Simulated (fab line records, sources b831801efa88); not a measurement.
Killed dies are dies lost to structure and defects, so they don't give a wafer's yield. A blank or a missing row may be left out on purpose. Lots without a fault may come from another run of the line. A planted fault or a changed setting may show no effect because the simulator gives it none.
A struck lot beside a sound one | flow sky130 | 44 steps out of a route of 708
Sound: wafers L177.3, L177.4, L177.6. Struck: wafer L190.6. (L190.3, L190.5 of the same lot were not struck and are left out.) The cause comes at the end.
At each step with rows: each side's tool, then ch and its chambers, then its first start. Under that, the readings that differ: sound wafers | struck wafers | difference of the means | sigmas: that difference in standard deviations of wafers without a fault.
alike: readings whose means differ by less than 2 such deviations, and words and numbers that are the same on both sides. not compared: withheld readings, readings that some wafer has no value for, bounds like >300 that may hide the same value, and numbers for which the record gives no deviation and whose values overlap.
The two part at a step that has a row with sigmas, a row that says differs or no value, or rows on one side only. Numbers that don't overlap but have no deviation are shown without sigmas and don't part them. A reading that every wafer of one side lacks parts them only if that side has two wafers or more.

first, 3 steps without rows for these wafers: SKY_VIA2_STRIP_17 (strips in post etch residue remover, time 1200 s); SKY_VIA2_CLEAN_18 (cleans in IPA, time 180 s); SKY_VIA2_CLEAN_19 (cleans in O3/DIW).
SKY_VIA2_SPUTTER_20: material TiN, target thk 20 nm, time 80 s.
  sound on pvd_sputter-03, day 36 18:10; struck on pvd_sputter-02, day 40 11:18
  alike: throttle_valve_pct
SKY_VIA2_CVD_21: deposits W, target thk 420 nm, time 126.4 s.
  sound on cvd_w-01 ch 0,1, day 36 18:16; struck on cvd_w-02 ch 0, day 40 11:25
  alike: heater_power_w
SKY_VIA2_RS_MEAS_22: measures by four-point-probe.
  sound on film_metro-02, day 36 18:24; struck on film_metro-04, day 40 11:32
  alike: VIA2_W_RS
SKY_VIA2_THK_MEAS_23: measures by xrf.
  sound on film_metro-02, day 36 18:30; struck on film_metro-04, day 40 11:38
  alike: VIA2_W_THK
SKY_VIA2_CMP_24: polishes, stops on SiO2, t overpolish 20 s, target thk 0 nm.
  sound on cmp-02 ch 1,3, day 36 18:35; struck on cmp-01 ch 2, day 40 11:52
  reading                | sound         | struck | difference | sigmas
  motor_current_A (A)    | 13.1 9.8 13.9 | 9.1    | -3.2       | -2
  time_to_endpoint_s (s) | 106 104 104   | 95     | -10        | -2
  alike: overpolish_run_s
then, 1 step without rows for these wafers: SKY_METAL3_SPUTTER_00 (material Ti, target thk 15 nm, time 10 s).
SKY_METAL3_SPUTTER_01: material TiN, target thk 20 nm, time 16.7 s.
  sound on pvd_sputter-01, day 36 18:52; struck on pvd_sputter-01, day 40 12:05
  alike: throttle_valve_pct
SKY_METAL3_SPUTTER_02: material AlCu, target thk 735 nm, time 39.1 s.
  sound on pvd_sputter-01, day 36 18:53; struck on pvd_sputter-01, day 40 12:07
  alike: throttle_valve_pct
then, 1 step without rows for these wafers: SKY_METAL3_SPUTTER_03 (material Ti, target thk 5 nm, time 3.3 s).
SKY_METAL3_SPUTTER_04: material TiN, target thk 70 nm, time 58.3 s.
  sound on pvd_sputter-01, day 36 18:56; struck on pvd_sputter-01, day 40 12:10
  reading                                    | sound             | struck | difference | sigmas
  model.TiN_of_METAL3_SPUTTER_04.thk_nm (nm) | 69.37 69.62 70.52 | 26.68  | -43.16     |
  alike: throttle_valve_pct
then, 1 step without rows for these wafers: SKY_CAPM_CVD_00 (deposits SiO2, target thk 15.5 nm).
SKY_CAPM_THK_MEAS_01:
  sound on film_metro-03, day 36 19:02; struck on film_metro-03, day 40 12:16
  alike: CAPM_CVD_00_THK
then, 1 step without rows for these wafers: SKY_CAPM_SPUTTER_02 (material TiN, target thk 200 nm, time 169.3 s).
SKY_CAPM_RS_MEAS_03: measures by four-point-probe.
  sound on film_metro-03, day 36 19:13; struck on film_metro-02, day 40 12:27
  alike: CAPM_TIN_RS
SKY_CAPM_THK_MEAS_04: measures by xrf.
  sound on film_metro-03, day 36 19:19; struck on film_metro-02, day 40 12:33
  alike: CAPM_TIN_THK
then, 7 steps without rows for these wafers: SKY_CAPM_DEHYDRATE_05 (time 60 s); SKY_CAPM_HMDS_06 (prime time 60 s); SKY_CAPM_COAT_07 (resist thk 1140 nm); SKY_CAPM_SOFTBAKE_08 (time 60 s); SKY_CAPM_EXPOSE_09 (exposes mask CAPM, target cd 1000 nm); SKY_CAPM_PEB_10; SKY_CAPM_DEVELOP_11 (develop time 60 s).
SKY_CAPM_OVL_MEAS_12:
  sound on overlay-02, day 37 20:38; struck on overlay-01, day 41 12:44
  alike: CAPM_OVL
then, 13 steps without rows for these wafers: SKY_CAPM_METAL_ETCH_13 (etches TiN in Cl2/BCl3, stops on SiO2, target depth 220 nm, time 62.9 s); SKY_CAPM_STRIP_14 (strips in O2/N2); SKY_CAPM_STRIP_15 (strips in post etch residue remover, time 1200 s); SKY_CAPM_CLEAN_16 (cleans in IPA, time 180 s); SKY_CAPM_CLEAN_17 (cleans in O3/DIW); SKY_METAL3_DEHYDRATE_05 (time 60 s); SKY_METAL3_HMDS_06 (prime time 60 s); SKY_METAL3_COAT_07 (resist thk 60 nm); SKY_METAL3_COAT_08 (resist thk 1140 nm); SKY_METAL3_SOFTBAKE_09 (time 90 s); SKY_METAL3_EXPOSE_10 (exposes mask MM3, target cd 300 nm); SKY_METAL3_PEB_11; SKY_METAL3_DEVELOP_12 (develop time 60 s).
SKY_METAL3_CD_MEAS_13: target cd 300 nm.
  sound on cd_sem-02, day 38 21:47; struck on cd_sem-01, day 42 13:13
  alike: cd_nm
SKY_METAL3_OVL_MEAS_14:
  sound on overlay-01, day 38 21:52; struck on overlay-02, day 42 13:18
  alike: METAL3_OVL
then, 1 step without rows for these wafers: SKY_METAL3_DESCUM_15 (chemistry O2, time 8 s).
SKY_METAL3_METAL_ETCH_18: etches the open film in Cl2/BCl3, stops on SiO2, target depth 845 nm, time 183.1 s.
  sound on rie_metal-02 ch 1, day 38 22:10; struck on rie_metal-02 ch 0, day 42 13:32
  reading               | sound             | struck | difference | sigmas
  oes_product_au (a.u.) | 0.867 0.869 0.864 | 0.838  | -0.029     | -5
  alike: drypump_motor_current_A, throttle_valve_pct
  not compared: rf_hours_counter_h
-- the record jumps here: 7 days lie between the struck wafers' starts before and after (it left off in module METAL3 and takes up again in module PAD_OPEN, whose first step shown is number 708 of the route) --
SKY_PAD_OPEN_PROBE_99:
  sound on prober-02, day 46 04:35; struck on prober-02, day 49 04:50
  reading                       | sound             | struck | difference | sigmas
  model.etest.via3_chain.rc_ohm | 9.492 9.266 9.444 | 8.649  | -0.752     |
  alike: defect_limited_yield, killed_at_M0_to_M3, killed_at_M4_up, killed_at_contacts, killed_at_front_end, killed_at_other, killed_dies, killed_open, killed_short, sort_bin_3_pad_short, sort_bin_5_function, sort_bin_6_memory, sort_n_pass, sort_yield_pct

WHERE THEY PART
First at SKY_VIA2_CMP_24; last, within this record, at SKY_METAL3_METAL_ETCH_18. Later steps at which nothing parts them and some readings are alike: SKY_PAD_OPEN_PROBE_99.

WHY: what the simulator had put in
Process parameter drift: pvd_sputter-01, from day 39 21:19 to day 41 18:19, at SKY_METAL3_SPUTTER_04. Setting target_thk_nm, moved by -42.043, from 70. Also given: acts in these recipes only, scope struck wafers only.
